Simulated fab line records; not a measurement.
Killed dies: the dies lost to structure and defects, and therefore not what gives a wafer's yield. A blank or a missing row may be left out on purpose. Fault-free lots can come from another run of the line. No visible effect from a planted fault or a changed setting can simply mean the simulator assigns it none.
fab line records | flow gf180mcu
[record] lots = 6 | wafers = 18 | lastDay = 33
route steps=602 shown LVPWELL@63 MVSD@66 MVPSD@79 VT_IMPLANT@90
lots that met no fault: from a run of the same line without faults
startH: hours from the record's first day to the start of the lot's first wafer shown | waitH: hours from the lot's prior step to this one | " repeats the value in the row above | L1.1+2: a single row standing in for several wafers | - no value, or no start was given | * or withheld: withheld | < > ~ a bound
route shown NAME@n: a module of which the file shows steps, and the number in the route of the first | usual: the fault-free wafers' mean and standard deviation | same: alike in all rows | chamber/n: place in a boat | sites: each site's reading | _std_site: their standard deviation | _edge_site: inner sites' mean taken away from outer sites' mean | radiusMm: how far each site lies from the wafer's centre | mask NAME#n: copy n | behind: the last tool/chamber to shape the wafer | hold: why the lot went on hold/how many hours it stayed there/how the hold came to an end | device: whichever transistor did not switch (one of n, p or np) | end of line: tests run on the same wafers once the route is complete | a step given without rows: its recipe and nothing more | killed: dies that structure and defects cost at the first sort, which is not the same as the wafer's yield | map: a wafer's dies, marking killed ones x, the rest . and places with no die _
set.NAME: the setting that was run; set.NAME@STEP: the one run at that earlier step | model.NAME: the simulator's own value behind a step, which no gauge read
lots seen at some steps along the route; tables by step, rows by wafer
services: the hour from which a tool's chamber was out of use, counted from the record's first day as startH (under 0 if before that day), plus the number of hours and why
[[steps]]
[step GF_LVPWELL_IMPLANT_09]
[recipe] species = B | energyKev = 60 | doseCm2 = 5e+12 | tiltDeg = 0
[step GF_LVPWELL_STRIP_10]
[recipe] chemistry = O2/N2 | powerW = 1400 | pressureMtorr = 1500 | platenTempC = 250 | o2FlowSccm = 3000 | n2FlowSccm = 300 | overashFraction = 0.5
[usual] drypumpMotorCurrentA = 5.7/0.48 | heaterPowerW = 319/24 | oesProductAu = 0.722/0.0043 | stripTimeToEndpointS = 36.95/0.11
lot.wafer | tool           | chamber | startH | waitH | drypumpMotorCurrentA | heaterPowerW | oesProductAu | rfHoursCounterH | stripTimeToEndpointS
L850.2    | plasmaAsher-01 | 0       | 74.17  | 0.1   | 5.4                  | 311          | 0.731        | 42              | 37.01
L850.3    | "              | 0       | "      | "     | 5.4                  | 308          | 0.722        | -               | 36.88
L850.5    | "              | 1       | "      | "     | 5.5                  | 374          | 0.726        | -               | 36.86
L857.1    | plasmaAsher-03 | 1       | 111.85 | 0.1   | 5.5                  | 292          | 0.717        | 28              | 36.80
L857.5    | "              | 0       | "      | "     | 6.6                  | 307          | 0.727        | -               | 36.88
L857.6    | "              | 1       | "      | "     | 5.5                  | 288          | 0.721        | -               | 36.85
L858.2    | plasmaAsher-03 | 0       | 119.07 | 0.1   | 6.6                  | 310          | 0.718        | 29              | 37.02
L858.3    | "              | 1       | "      | "     | 5.5                  | 292          | 0.723        | -               | 37.05
L858.6    | "              | 1       | "      | "     | 5.5                  | 287          | 0.719        | -               | 36.91
L863.1    | plasmaAsher-04 | 0       | 161.75 | 0.1   | 5.3                  | 328          | 0.727        | 51              | 36.99
L863.2    | "              | 1       | "      | "     | 5.7                  | 312          | 0.725        | 51              | 36.99
L863.6    | "              | 1       | "      | "     | 5.7                  | 320          | 0.724        | -               | 37.01
L867.2    | plasmaAsher-03 | 1       | 171.57 | 0.1   | 5.5                  | 283          | 0.717        | 34              | 36.90
L867.4    | "              | 1       | "      | "     | 5.5                  | 289          | 0.719        | -               | 36.87
L867.5    | "              | 0       | "      | "     | 6.6                  | 316          | 0.720        | -               | 36.91
L868.2    | plasmaAsher-03 | 1       | 182.89 | 0.1   | 5.5                  | 284          | 0.729        | 36              | 36.91
L868.5    | "              | 0       | "      | "     | 6.6                  | 317          | 0.724        | -               | 36.88
L868.6    | "              | 1       | "      | "     | 5.5                  | 294          | 0.727        | -               | 36.81
[step GF_LVPWELL_TW_MEAS_11]
[usual] LVPWELL_TW = 560/3.3
lot.wafer | tool         | chamber | startH | waitH | LVPWELL_TW
L850.2    | filmMetro-04 | -       | 74.28  | 0.1   | 561
L850.3    | "            | -       | "      | "     | 559
L850.5    | "            | -       | "      | "     | 560
L857.1    | filmMetro-04 | -       | 111.95 | 0.1   | 563
L857.5    | "            | -       | "      | "     | 563
L857.6    | "            | -       | "      | "     | 562
L858.2    | filmMetro-04 | -       | 119.18 | 0.1   | 562
L858.3    | "            | -       | "      | "     | 564
L858.6    | "            | -       | "      | "     | 562
L863.1    | filmMetro-03 | -       | 161.85 | 0.1   | 562
L863.2    | "            | -       | "      | "     | 559
L863.6    | "            | -       | "      | "     | 561
L867.2    | filmMetro-02 | -       | 171.68 | 0.1   | 553
L867.4    | "            | -       | "      | "     | 554
L867.5    | "            | -       | "      | "     | 555
L868.2    | filmMetro-02 | -       | 183.00 | 0.1   | 552
L868.5    | "            | -       | "      | "     | 551
L868.6    | "            | -       | "      | "     | 552
[step GF_MVSD_DEHYDRATE_00]
[recipe] tempC = 200 | timeS = 60
[step GF_MVSD_HMDS_01]
[recipe] primeTimeS = 60 | primeTempC = 120
[step GF_MVSD_COAT_02]
[recipe] spinRpm = 2000 | resistThkNm = 3000
[step GF_MVSD_SOFTBAKE_03]
[recipe] tempC = 110 | timeS = withheld
[step GF_MVSD_EXPOSE_04]
[recipe] maskId = MVSD | targetCdNm = 1000 | na = 0.6 | sourceShape = conventional | sigmaOuter = 0.6 | doseMj = 260
[step GF_MVSD_PEB_05]
[recipe] tempC = 115 | timeS = withheld
[step GF_MVSD_DEVELOP_06]
[recipe] wallAngleDeg = 90 | developTimeS = 60 | devTempC = 23
[step GF_MVSD_OVL_MEAS_07]
[usual] MVSD_OVL = -0.5/1.2
lot.wafer | tool       | chamber | startH | waitH | MVSD_OVL[nm]
L850.2    | overlay-01 | -       | 87.29  | -     | -0.7
L850.3    | "          | -       | "      | "     | 1.2
L850.5    | "          | -       | "      | "     | -0.6
L857.1    | overlay-02 | -       | 125.14 | -     | -0.2
L857.5    | "          | -       | "      | "     | 0.5
L857.6    | "          | -       | "      | "     | 0.9
L858.2    | overlay-02 | -       | 133.44 | -     | -2.2
L858.3    | "          | -       | "      | "     | -1.3
L858.6    | "          | -       | "      | "     | -1.3
L863.1    | overlay-02 | -       | 178.39 | -     | 0.2
L863.2    | "          | -       | "      | "     | 0.9
L863.6    | "          | -       | "      | "     | -2.2
L867.2    | overlay-02 | -       | 187.59 | -     | 0.2
L867.4    | "          | -       | "      | "     | -0.1
L867.5    | "          | -       | "      | "     | 0.2
L868.2    | overlay-01 | -       | 200.09 | -     | -1.6
L868.5    | "          | -       | "      | "     | -1.7
L868.6    | "          | -       | "      | "     | -1.9
[step GF_MVSD_IMPLANT_08]
[recipe] species = P | energyKev = 408.8 | doseCm2 = 1.6e+13 | tiltDeg = 0
[step GF_MVSD_IMPLANT_09]
[recipe] species = P | energyKev = 100 | doseCm2 = 5e+12 | tiltDeg = 0
[usual] doseIonsCm2 = 5e+12/5.1e+09 | faradayCurrentUA = 28.2/0.56
[same] implantIonAmu = 31
lot.wafer | tool         | chamber | startH | waitH | doseIonsCm2 | faradayCurrentUA
L850.2    | implanter-01 | 0       | 87.50  | 0.1   | 5.002e+12   | 27.9
L850.3    | "            | 0       | "      | "     | 5.004e+12   | 29.1
L850.5    | "            | 0       | "      | "     | 4.993e+12   | 27.7
L857.1    | implanter-01 | 0       | 125.32 | 0.1   | 5.01e+11    | 2.8
L857.5    | "            | 0       | "      | "     | 4.99e+11    | 2.7
L857.6    | "            | 0       | "      | "     | 4.94e+11    | 2.9
L858.2    | implanter-01 | 0       | 133.65 | 0.1   | 4.99e+11    | 2.8
L858.3    | "            | 0       | "      | "     | 5.08e+11    | 2.8
L858.6    | "            | 0       | "      | "     | 5.02e+11    | 2.9
L863.1    | implanter-03 | 0       | 178.57 | 0.1   | 4.999e+12   | 27.0
L863.2    | "            | 0       | "      | "     | 5.009e+12   | 28.7
L863.6    | "            | 0       | "      | "     | 5.003e+12   | 28.5
L867.2    | implanter-04 | 0       | 187.80 | 0.1   | 5.001e+12   | 28.5
L867.4    | "            | 0       | "      | "     | 5.004e+12   | 27.9
L867.5    | "            | 0       | "      | "     | 5.006e+12   | 27.8
L868.2    | implanter-04 | 0       | 200.30 | 0.1   | 5.002e+12   | 28.7
L868.5    | "            | 0       | "      | "     | 5e+12       | 27.9
L868.6    | "            | 0       | "      | "     | 4.995e+12   | 27.5
[step GF_MVSD_STRIP_10]
[recipe] chemistry = O2/N2 | powerW = 1400 | pressureMtorr = 1500 | platenTempC = 250 | o2FlowSccm = 3000 | n2FlowSccm = 300 | overashFraction = 0.5
[usual] drypumpMotorCurrentA = 5.7/0.39 | heaterPowerW = 325/18 | oesProductAu = 0.722/0.0044 | stripTimeToEndpointS = 36.98/0.081
lot.wafer | tool           | chamber | startH | waitH | drypumpMotorCurrentA | heaterPowerW | oesProductAu | rfHoursCounterH | stripTimeToEndpointS
L850.2    | plasmaAsher-03 | 0       | 87.62  | 0.1   | 6.6                  | 315          | 0.726        | 26              | 36.94
L850.3    | "              | 0       | "      | "     | 6.6                  | 318          | 0.723        | -               | 36.90
L850.5    | "              | 1       | "      | "     | 5.5                  | 293          | 0.723        | -               | 37.06
L857.1    | plasmaAsher-04 | 0       | 125.47 | 0.1   | 5.3                  | 325          | 0.720        | 48              | 36.98
L857.5    | "              | 1       | "      | "     | 5.7                  | 333          | 0.722        | -               | 36.92
L857.6    | "              | 0       | "      | "     | 5.3                  | 329          | 0.732        | -               | 36.83
L858.2    | plasmaAsher-04 | 0       | 133.77 | 0.1   | 5.3                  | 327          | 0.716        | 49              | 37.04
L858.3    | "              | 0       | "      | "     | 5.3                  | 321          | 0.730        | -               | 36.93
L858.6    | "              | 0       | "      | "     | 5.3                  | 323          | 0.718        | -               | 37.05
L863.1    | plasmaAsher-02 | 0       | 178.72 | 0.1   | 5.5                  | 355          | 0.721        | 7               | 37.00
L863.2    | "              | 1       | "      | "     | 5.7                  | 328          | 0.733        | 7               | 37.05
L863.6    | "              | 1       | "      | "     | 5.7                  | 334          | 0.720        | -               | 37.04
L867.2    | plasmaAsher-02 | 0       | 187.92 | 0.1   | 5.6                  | 347          | 0.724        | 8               | 37.08
L867.4    | "              | 1       | "      | "     | 5.7                  | 335          | 0.722        | -               | 37.00
L867.5    | "              | 1       | "      | "     | 5.7                  | 335          | 0.718        | -               | 37.01
L868.2    | plasmaAsher-03 | 0       | 200.42 | 0.1   | 6.6                  | 308          | 0.729        | 37              | 36.92
L868.5    | "              | 0       | "      | "     | 6.6                  | 301          | 0.718        | -               | 36.91
L868.6    | "              | 1       | "      | "     | 5.5                  | 299          | 0.729        | -               | 36.97
[step GF_MVSD_TW_MEAS_11]
[usual] MVSD_TW = 1579/12
lot.wafer | tool         | chamber | startH | waitH | hold                    | MVSD_TW
L850.2    | filmMetro-04 | -       | 87.73  | 0.1   | -                       | 1583
L850.3    | "            | -       | "      | "     | -                       | 1594
L850.5    | "            | -       | "      | "     | -                       | 1588
L857.1    | filmMetro-03 | -       | 125.57 | 0.1   | awaitDispo/0.2h/release | 1511
L857.5    | "            | -       | "      | "     | awaitDispo/0.2h/release | 1509
L857.6    | "            | -       | "      | "     | awaitDispo/0.2h/release | 1510
L857.1    | filmMetro-03 | -       | 125.80 | 0.2   | -                       | 1503
L857.5    | "            | -       | "      | "     | -                       | 1509
L857.6    | "            | -       | "      | "     | -                       | 1511
L858.2    | filmMetro-04 | -       | 133.88 | 0.1   | awaitDispo/0.2h/release | 1519
L858.3    | "            | -       | "      | "     | awaitDispo/0.2h/release | 1524
L858.6    | "            | -       | "      | "     | awaitDispo/0.2h/release | 1521
L858.2    | filmMetro-04 | -       | 134.11 | 0.2   | -                       | 1533
L858.3    | "            | -       | "      | "     | -                       | 1527
L858.6    | "            | -       | "      | "     | -                       | 1524
L863.1    | filmMetro-02 | -       | 178.82 | 0.1   | -                       | 1561
L863.2    | "            | -       | "      | "     | -                       | 1565
L863.6    | "            | -       | "      | "     | -                       | 1568
L867.2    | filmMetro-04 | -       | 188.03 | 0.1   | -                       | 1591
L867.4    | "            | -       | "      | "     | -                       | 1600
L867.5    | "            | -       | "      | "     | -                       | 1592
L868.2    | filmMetro-04 | -       | 200.53 | 0.1   | -                       | 1590
L868.5    | "            | -       | "      | "     | -                       | 1586
L868.6    | "            | -       | "      | "     | -                       | 1589
[step GF_MVPSD_HMDS_01]
[recipe] primeTimeS = 60 | primeTempC = 120
[step GF_MVPSD_COAT_02]
[recipe] spinRpm = 2000 | resistThkNm = 3000
[step GF_MVPSD_SOFTBAKE_03]
[recipe] tempC = 110 | timeS = withheld
[step GF_MVPSD_EXPOSE_04]
[recipe] maskId = MVPSD | targetCdNm = 1000 | na = 0.6 | sourceShape = conventional | sigmaOuter = 0.6 | doseMj = 260
[step GF_MVPSD_PEB_05]
[recipe] tempC = 115 | timeS = withheld
[step GF_MVPSD_DEVELOP_06]
[recipe] wallAngleDeg = 90 | developTimeS = 60 | devTempC = 23
[step GF_MVPSD_OVL_MEAS_07]
[usual] MVPSD_OVL = 0.5/1.3
lot.wafer | tool       | chamber | startH | waitH | MVPSD_OVL[nm]
L850.2    | overlay-01 | -       | 100.78 | -     | -0.3
L850.3    | "          | -       | "      | "     | -0.7
L850.5    | "          | -       | "      | "     | -0.5
L857.1    | overlay-01 | -       | 140.09 | -     | 0.7
L857.5    | "          | -       | "      | "     | 1.6
L857.6    | "          | -       | "      | "     | -0.3
L858.2    | overlay-02 | -       | 148.19 | -     | -2.3
L858.3    | "          | -       | "      | "     | -1.3
L858.6    | "          | -       | "      | "     | -0.9
L863.1    | overlay-01 | -       | 195.29 | -     | 0.6
L863.2    | "          | -       | "      | "     | 0.9
L863.6    | "          | -       | "      | "     | -0.3
L867.2    | overlay-01 | -       | 205.23 | -     | -1.9
L867.4    | "          | -       | "      | "     | -1.3
L867.5    | "          | -       | "      | "     | -1.9
L868.2    | overlay-02 | -       | 217.72 | -     | 0.7
L868.5    | "          | -       | "      | "     | 1.1
L868.6    | "          | -       | "      | "     | 0.4
[step GF_MVPSD_IMPLANT_08]
[recipe] species = B | energyKev = 170 | doseCm2 = 1.5e+13 | tiltDeg = 0
[step GF_MVPSD_IMPLANT_09]
[recipe] species = B | energyKev = 40 | doseCm2 = 5e+12 | tiltDeg = 0
[step GF_MVPSD_STRIP_10]
[recipe] chemistry = O2/N2 | powerW = 1400 | pressureMtorr = 1500 | platenTempC = 250 | o2FlowSccm = 3000 | n2FlowSccm = 300 | overashFraction = 0.5
[usual] drypumpMotorCurrentA = 5.53/0.15 | heaterPowerW = 336/20 | oesProductAu = 0.722/0.005 | stripTimeToEndpointS = 36.95/0.096
lot.wafer | tool           | chamber | startH | waitH | drypumpMotorCurrentA | heaterPowerW | oesProductAu | rfHoursCounterH | stripTimeToEndpointS
L850.2    | plasmaAsher-04 | 1       | 101.11 | 0.1   | 5.72                 | 311          | 0.724        | 45              | 36.99
L850.3    | "              | 1       | "      | "     | 5.73                 | 319          | 0.725        | -               | 37.07
L850.5    | "              | 1       | "      | "     | 5.72                 | 316          | 0.722        | -               | 36.93
L857.1    | plasmaAsher-02 | 1       | 140.42 | 0.1   | 5.66                 | 338          | 0.714        | 2               | 37.04
L857.5    | "              | 0       | "      | "     | 5.55                 | 352          | 0.725        | -               | 37.07
L857.6    | "              | 1       | "      | "     | 5.66                 | 332          | 0.722        | -               | 37.14
L858.2    | plasmaAsher-02 | 1       | 148.52 | 0.1   | 5.68                 | 334          | 0.736        | 3               | 36.89
L858.3    | "              | 0       | "      | "     | 5.52                 | 356          | 0.733        | -               | 36.94
L858.6    | "              | 1       | "      | "     | 5.69                 | 344          | 0.723        | -               | 36.90
L863.1    | plasmaAsher-02 | 1       | 195.62 | 0.1   | 5.67                 | 337          | 0.721        | 9               | 37.03
L863.2    | "              | 0       | "      | "     | 5.54                 | 348          | 0.722        | 9               | 36.97
L863.6    | "              | 0       | "      | "     | 5.51                 | 358          | 0.728        | -               | 36.95
L867.2    | plasmaAsher-04 | 0       | 205.56 | 0.1   | 5.24                 | 331          | 0.722        | 56              | 36.71
L867.4    | "              | 0       | "      | "     | 5.25                 | 328          | 0.725        | -               | 36.73
L867.5    | "              | 1       | "      | "     | 5.69                 | 322          | 0.720        | -               | 36.77
L868.2    | plasmaAsher-04 | 1       | 218.05 | 0.1   | 5.68                 | 314          | 0.720        | 57              | 36.97
L868.5    | "              | 1       | "      | "     | 5.70                 | 325          | 0.722        | -               | 37.05
L868.6    | "              | 0       | "      | "     | 5.28                 | 329          | 0.726        | -               | 37.01
[step GF_MVPSD_TW_MEAS_11]
[usual] MVPSD_TW = 552/4.1
lot.wafer | tool         | chamber | startH | waitH | MVPSD_TW
L850.2    | filmMetro-02 | -       | 101.22 | 0.1   | 552
L850.3    | "            | -       | "      | "     | 549
L850.5    | "            | -       | "      | "     | 549
L857.1    | filmMetro-02 | -       | 140.52 | 0.1   | 549
L857.5    | "            | -       | "      | "     | 551
L857.6    | "            | -       | "      | "     | 547
L858.2    | filmMetro-04 | -       | 148.63 | 0.1   | 552
L858.3    | "            | -       | "      | "     | 553
L858.6    | "            | -       | "      | "     | 555
L863.1    | filmMetro-03 | -       | 195.72 | 0.1   | 549
L863.2    | "            | -       | "      | "     | 552
L863.6    | "            | -       | "      | "     | 553
L867.2    | filmMetro-04 | -       | 205.67 | 0.1   | 553
L867.4    | "            | -       | "      | "     | 552
L867.5    | "            | -       | "      | "     | 552
L868.2    | filmMetro-03 | -       | 218.16 | 0.1   | 555
L868.5    | "            | -       | "      | "     | 554
L868.6    | "            | -       | "      | "     | 554
[step GF_VT_IMPLANT_DEHYDRATE_00]
[recipe] tempC = 200 | timeS = 60
[step GF_VT_IMPLANT_HMDS_01]
[recipe] primeTimeS = 60 | primeTempC = 120
[step GF_VT_IMPLANT_COAT_02]
[recipe] resist = NOVOLAK | spinRpm = 3000 | resistThkNm = 1000
[step GF_VT_IMPLANT_SOFTBAKE_03]
[recipe] tempC = 90 | timeS = 60 | resist = NOVOLAK
[step GF_VT_IMPLANT_EXPOSE_04]
[recipe] maskId = LVPWELL_LV_AREA | targetCdNm = 600 | na = 0.6 | sourceShape = conventional | sigmaOuter = 0.6 | doseMj = 138.9
[step GF_VT_IMPLANT_PEB_05]
[recipe] tempC = withheld | timeS = * | resist = NOVOLAK
[step GF_VT_IMPLANT_DEVELOP_06]
[recipe] developTimeS = 60 | devTempC = 23
[step GF_VT_IMPLANT_OVL_MEAS_07]
[usual] VT_IMPLANT_OVL = 0.5/1.4
lot.wafer | tool       | chamber | startH | waitH | VT_IMPLANT_OVL[nm]
L850.2    | overlay-01 | -       | 114.44 | 0.1   | 0.0
L850.3    | "          | -       | "      | "     | -0.9
L850.5    | "          | -       | "      | "     | -0.5
L857.1    | overlay-02 | -       | 155.88 | 0.1   | 0.9
L857.5    | "          | -       | "      | "     | 1.7
L857.6    | "          | -       | "      | "     | 0.8
L858.2    | overlay-02 | -       | 164.73 | 0.1   | -2.6
L858.3    | "          | -       | "      | "     | -2.0
L858.6    | "          | -       | "      | "     | -1.7
L863.1    | overlay-01 | -       | 213.03 | 0.1   | 2.0
L863.2    | "          | -       | "      | "     | 2.5
L863.6    | "          | -       | "      | "     | 2.6
L867.2    | overlay-01 | -       | 223.18 | 0.1   | 0.5
L867.4    | "          | -       | "      | "     | -0.3
L867.5    | "          | -       | "      | "     | 0.1
L868.2    | overlay-01 | -       | 235.47 | 0.1   | 0.6
L868.5    | "          | -       | "      | "     | 1.5
L868.6    | "          | -       | "      | "     | 1.3
[step GF_VT_IMPLANT_IMPLANT_08]
[recipe] species = BF2 | energyKev = 20 | doseCm2 = 8.29e+12 | tiltDeg = 7
[step GF_VT_IMPLANT_STRIP_09]
[recipe] chemistry = O2/N2 | powerW = 1400 | pressureMtorr = 1500 | platenTempC = 250 | o2FlowSccm = 3000 | n2FlowSccm = 300 | overashFraction = 0.5
[usual] drypumpMotorCurrentA = 5.8/0.47 | heaterPowerW = 324/29 | oesProductAu = 0.715/0.0039 | stripTimeToEndpointS = 12.62/0.032
lot.wafer | tool           | chamber | startH | waitH | drypumpMotorCurrentA | heaterPowerW | oesProductAu | rfHoursCounterH | stripTimeToEndpointS
L850.2    | plasmaAsher-01 | 1       | 114.62 | 0.1   | 5.5                  | 361          | 0.721        | 47              | 12.58
L850.3    | "              | 0       | "      | "     | 5.5                  | 318          | 0.713        | -               | 12.60
L850.5    | "              | 1       | "      | "     | 5.5                  | 376          | 0.711        | -               | 12.59
L857.1    | plasmaAsher-03 | 1       | 156.07 | 0.1   | 5.5                  | 293          | 0.712        | 33              | 12.62
L857.5    | "              | 1       | "      | "     | 5.5                  | 289          | 0.720        | -               | 12.66
L857.6    | "              | 0       | "      | "     | 6.6                  | 300          | 0.714        | -               | 12.64
L858.2    | plasmaAsher-03 | 1       | 164.91 | 0.1   | 5.5                  | 292          | 0.719        | 34              | 12.62
L858.3    | "              | 0       | "      | "     | 6.6                  | 299          | 0.720        | -               | 12.64
L858.6    | "              | 0       | "      | "     | 6.6                  | 315          | 0.713        | -               | 12.64
L863.1    | plasmaAsher-01 | 0       | 213.21 | 0.1   | 5.4                  | 306          | 0.705        | 56              | 12.65
L863.2    | "              | 1       | "      | "     | 5.5                  | 364          | 0.714        | 56              | 12.67
L863.6    | "              | 0       | "      | "     | 5.5                  | 316          | 0.719        | -               | 12.64
L867.2    | plasmaAsher-03 | 1       | 223.36 | 0.1   | 5.5                  | 288          | 0.714        | 40              | 12.64
L867.4    | "              | 0       | "      | "     | 6.6                  | 312          | 0.713        | -               | 12.66
L867.5    | "              | 0       | "      | "     | 6.7                  | 300          | 0.717        | -               | 12.59
L868.2    | plasmaAsher-03 | 1       | 235.65 | 0.1   | 5.5                  | 293          | 0.716        | 41              | 12.58
L868.5    | "              | 1       | "      | "     | 5.5                  | 286          | 0.714        | -               | 12.59
L868.6    | "              | 0       | "      | "     | 6.6                  | 303          | 0.715        | -               | 12.63
[step GF_VT_IMPLANT_TW_MEAS_10]
[usual] VT_IMPLANT_TW = 562/3.9
lot.wafer | tool         | chamber | startH | waitH | VT_IMPLANT_TW
L850.2    | filmMetro-04 | -       | 114.73 | 0.1   | 567
L850.3    | "            | -       | "      | "     | 568
L850.5    | "            | -       | "      | "     | 566
L857.1    | filmMetro-03 | -       | 156.17 | 0.1   | 566
L857.5    | "            | -       | "      | "     | 565
L857.6    | "            | -       | "      | "     | 565
L858.2    | filmMetro-04 | -       | 165.02 | 0.1   | 567
L858.3    | "            | -       | "      | "     | 564
L858.6    | "            | -       | "      | "     | 567
L863.1    | filmMetro-04 | -       | 213.31 | 0.1   | 562
L863.2    | "            | -       | "      | "     | 563
L863.6    | "            | -       | "      | "     | 568
L867.2    | filmMetro-04 | -       | 223.48 | 0.1   | 565
L867.4    | "            | -       | "      | "     | 563
L867.5    | "            | -       | "      | "     | 567
L868.2    | filmMetro-01 | -       | 235.76 | 0.1   | 559
L868.5    | "            | -       | "      | "     | 562
L868.6    | "            | -       | "      | "     | 560
[step GF_VT_IMPLANT_DEHYDRATE_11]
[recipe] tempC = 200 | timeS = 60
[step GF_VT_IMPLANT_HMDS_12]
[recipe] primeTimeS = 60 | primeTempC = 120
[step GF_VT_IMPLANT_COAT_13]
[recipe] resist = NOVOLAK | spinRpm = 3000 | resistThkNm = 1000
[step GF_VT_IMPLANT_SOFTBAKE_14]
[recipe] tempC = 90 | timeS = 60 | resist = NOVOLAK
[step GF_VT_IMPLANT_RS_MEAS_46]
[recipe] thkMeasGauge = four-point-probe
[usual] MVSD_RS = 454.6/1
lot.wafer | tool         | chamber | startH | waitH | hold                    | MVSD_RS[ohm/sq]
L850.2    | filmMetro-03 | -       | 159.69 | 0.1   | -                       | 455.0
L850.3    | "            | -       | "      | "     | -                       | 455.6
L850.5    | "            | -       | "      | "     | -                       | 454.5
L857.1    | filmMetro-02 | -       | 207.42 | 0.1   | awaitDispo/0.2h/release | 556.2
L857.5    | "            | -       | "      | "     | awaitDispo/0.2h/release | 556.9
L857.6    | "            | -       | "      | "     | awaitDispo/0.2h/release | 557.6
L857.1    | filmMetro-02 | -       | 207.78 | 0.3   | -                       | 556.5
L857.5    | "            | -       | "      | "     | -                       | 557.1
L857.6    | "            | -       | "      | "     | -                       | 556.6
L858.2    | filmMetro-02 | -       | 216.40 | 0.1   | awaitDispo/0.2h/release | 554.8
L858.3    | "            | -       | "      | "     | awaitDispo/0.2h/release | 552.9
L858.6    | "            | -       | "      | "     | awaitDispo/0.2h/release | 554.8
L858.2    | filmMetro-02 | -       | 216.76 | 0.3   | -                       | 554.0
L858.3    | "            | -       | "      | "     | -                       | 553.2
L858.6    | "            | -       | "      | "     | -                       | 554.8
L863.1    | filmMetro-04 | -       | 269.26 | 0.1   | -                       | 452.4
L863.2    | "            | -       | "      | "     | -                       | 454.4
L863.6    | "            | -       | "      | "     | -                       | 453.1
L867.2    | filmMetro-03 | -       | 279.94 | 0.1   | -                       | 455.1
L867.4    | "            | -       | "      | "     | -                       | 455.7
L867.5    | "            | -       | "      | "     | -                       | 454.7
L868.2    | filmMetro-03 | -       | 292.89 | 0.1   | -                       | 452.4
L868.5    | "            | -       | "      | "     | -                       | 451.7
L868.6    | "            | -       | "      | "     | -                       | 452.4
[[services]]
tool           | chamber | startH | hours | kind
implanter-03   | -       | 62.45  | 3.2   | repair
plasmaAsher-03 | -       | 66.68  | 3.3   | repair
implanter-04   | -       | 69.78  | 8.1   | pm
implanter-03   | -       | 71.58  | 2.1   | repair
implanter-03   | -       | 89.57  | 1.7   | repair
plasmaAsher-02 | -       | 108.75 | 9.0   | pm
plasmaAsher-02 | 0       | 108.75 | 9.0   | ventCycle
plasmaAsher-02 | 1       | 108.75 | 9.0   | ventCycle
implanter-01   | -       | 117.58 | 3.9   | pm
plasmaAsher-02 | 0       | 117.75 | -     | clean
plasmaAsher-02 | 1       | 117.75 | -     | clean
plasmaAsher-03 | -       | 142.85 | 3.4   | repair
implanter-01   | -       | 151.32 | 3.5   | repair
plasmaAsher-01 | -       | 164.47 | 8.0   | repair
plasmaAsher-04 | -       | 174.20 | 2.3   | repair
implanter-04   | -       | 186.27 | 1.2   | repair
plasmaAsher-04 | -       | 198.28 | 0.5   | repair
plasmaAsher-01 | -       | 222.20 | 2.7   | pm
plasmaAsher-01 | -       | 225.64 | 0.6   | repair
[[key]]
[firstSign] step = GF_MVSD_IMPLANT_09 | reading = doseIonsCm2 | direction = down | sigmas = 99+ | usual = 5e+12 | struck = 5.01e+11
[effect] step = GF_MVSD_IMPLANT_09 | reading = faradayCurrentUA | direction = down | sigmas = 45 | usual = 28.2 | struck = 2.8
[effect] step = GF_MVSD_TW_MEAS_11 | reading = visit | direction = added
[effect] step = GF_MVSD_TW_MEAS_11 | reading = MVSD_TW | direction = down | sigmas = 5.3 | usual = 1579 | struck = 1516
[effect] step = GF_VT_IMPLANT_RS_MEAS_46 | reading = MVSD_RS | direction = up | sigmas = 97 | usual = 454.6 | struck = 555.5
metAt GF_MVSD_IMPLANT_09
struckWafers L857.1,L857.5,L857.6,L858.2,L858.3,L858.6
scrappedBehind GF_VT_IMPLANT_RS_MEAS_46 L857.1,L857.5,L857.6,L858.2,L858.3,L858.6
onsetBetween 87.50 125.32
[fault] kind = processParameterDrift | tool = implanter-01 | chamber = - | onsetH = 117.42 | steps = GF_MVSD_IMPLANT_09 | channel = doseCm2 | offset = -4.5e+12 | shape = step | endH = 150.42 | actsIn = theseRecipesOnly | stated = 5e+12
